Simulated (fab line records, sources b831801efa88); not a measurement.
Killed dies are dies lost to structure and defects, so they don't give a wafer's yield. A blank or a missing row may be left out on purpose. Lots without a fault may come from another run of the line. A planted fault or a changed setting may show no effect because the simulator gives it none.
Chamber matching | flow gf180mcu | GF_SAB_WET_ETCH_12 on wet_bench-01: 3 sister chambers
The step etches SiO2 in dHF, target depth 22 nm, time 440 s. 6 wafers are shown with their chamber, then 7 later ones without.

WAFERS WITH THEIR CHAMBER
wafer  | chamber | bath_heat_duty_pct (%) | temp_c (C)
L879.5 | 2       | 6.1                    | 25.18
L879.6 | 2       | 6.5                    | 25.08
L897.5 | 3       | 5.4                    | 24.88
L897.6 | 3       | 5.6                    | 25.03
L896.1 | 0       | 6.1                    | 25.08
L896.3 | 0       | 6.0                    | 24.97

WAFERS WITHOUT THEIR CHAMBER
wafer  | bath_heat_duty_pct (%) | temp_c (C)
L896.5 | 5.1                    | 25.07
L898.2 | 6.7                    | 24.96
L898.5 | 5.9                    | 24.95
L898.6 | 5.7                    | 24.99
L900.1 | 5.5                    | 24.91
L900.4 | 6.5                    | 24.94
L900.5 | 4.9                    | 25.02

WHICH CHAMBER EACH WENT THROUGH
wafer  | from the rows above          | in truth
L896.5 | 3                            | 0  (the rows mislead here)
L898.2 | can't be placed: 2 or 0      | 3
L898.5 | can't be placed: 0 or 3 or 2 | 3
L898.6 | can't be placed: 3 or 0      | 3
L900.1 | 3                            | 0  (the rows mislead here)
L900.4 | can't be placed: 2 or 0      | 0
L900.5 | 3                            | 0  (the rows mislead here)
Placed correctly: 0 of 7. Can't be placed from these rows: 4 (the true chamber is among the candidates in 3). Placed wrongly: 3.
How it was worked out, from the rows above alone: a wafer's distance from a chamber is the root of the sum, over the readings, of the square of ((its reading less the chamber's mean) divided by the reading's scatter). The wafer belongs to the nearest chamber; if the next one is less than 2 further off, it can't be placed. A chamber's mean is the mean of its shown wafers. The scatter: the root of (the sum of the squares of (reading less its chamber's mean) over the shown wafers, divided by (wafers less chambers)).
